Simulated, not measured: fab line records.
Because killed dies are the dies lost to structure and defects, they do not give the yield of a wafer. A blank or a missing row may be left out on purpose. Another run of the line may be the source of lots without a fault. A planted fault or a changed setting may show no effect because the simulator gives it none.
Which tool is to blame?    flow sky130    6 lots, 18 wafers sampled, at 3 steps of a route of 708

## WHAT THE GAUGES SHOWED, per wafer
SKY_METAL4_CD_MEAS_13 targets a cd of 300 nm.
lot   measured      on         cd_nm (nm)
L516  day 42 01:40  cd_sem-01  299.1 299.2 298.8
L521  day 43 17:11  cd_sem-02  299.3 298.7 298.8
L523  day 44 05:53  cd_sem-02  298.1 299.9 299.6
L525  day 44 19:37  cd_sem-01  297.9 300.5 300.5
L528  day 45 20:03  cd_sem-02  301.1 301.3 301.4
L536  day 47 14:40  cd_sem-01  300.0 297.0 301.0

## EACH LOT AND THE TOOL THAT RAN IT (in order: tool; ch and the chambers of the sampled wafers; start)
lot   SKY_LI_CONTACT_ETCH_14              SKY_VIA3_CMP_24
L516  rie_diel-02 ch 0,3, day 29 08:54    cmp-02 ch 0,2,3, day 40 00:04
L521  rie_diel-04 ch 0,2, day 31 09:37    cmp-01 ch 1,2, day 41 17:13
L523  rie_diel-03 ch 2,3, day 32 01:15    cmp-01 ch 0,2,3, day 42 07:14
L525  rie_diel-03 ch 1,2,3, day 32 15:18  cmp-02 ch 0,2,3, day 42 20:47
L528  rie_diel-03 ch 0,2,3, day 33 22:42  cmp-02 ch 1,2,3, day 43 23:11
L536  rie_diel-02 ch 1,2, day 36 02:39    cmp-01 ch 0,1,2, day 45 20:44
- SKY_LI_CONTACT_ETCH_14: etches BARC in N2/H2, stops on SiO2, time 45.9 s, target depth 60 nm.
- SKY_VIA3_CMP_24: polishes, stops on SiO2, t overpolish 20 s, target thk 0 nm.

## THE ANSWER, worked out from the rows above alone
Rule: what is usual is taken from the lots themselves. The widest of any qualifying gaps counts: lots, ordered by their means at a reading, are off when they make up no more than a third of the lots, leave a main group of 4 or more, and stand apart from it by 3 or more times the standard deviation of that group's means. A main group whose means are all the same, to the digits that the tables above print for the reading, isn't used. Also off: a lot with no number at a reading for which 4 or more lots have one. All remaining lots with rows at the step are treated as sound.
Off at SKY_METAL4_CD_MEAS_13 (cd_nm): L528. For the main group the mean is 299.2 nm and the standard deviation 0.25.
A tool fits if, at a process step before that reading, it ran every lot that is off, and no sound lot after the first of them. Those tools and the gauges at SKY_METAL4_CD_MEAS_13 are tried in the same way. Can't be told from this: 3 tools fit, rie_diel-03 at SKY_LI_CONTACT_ETCH_14, cmp-02 at SKY_VIA3_CMP_24, cd_sem-02 at SKY_METAL4_CD_MEAS_13.

## WHAT HAD BEEN PUT IN BY THE SIMULATOR
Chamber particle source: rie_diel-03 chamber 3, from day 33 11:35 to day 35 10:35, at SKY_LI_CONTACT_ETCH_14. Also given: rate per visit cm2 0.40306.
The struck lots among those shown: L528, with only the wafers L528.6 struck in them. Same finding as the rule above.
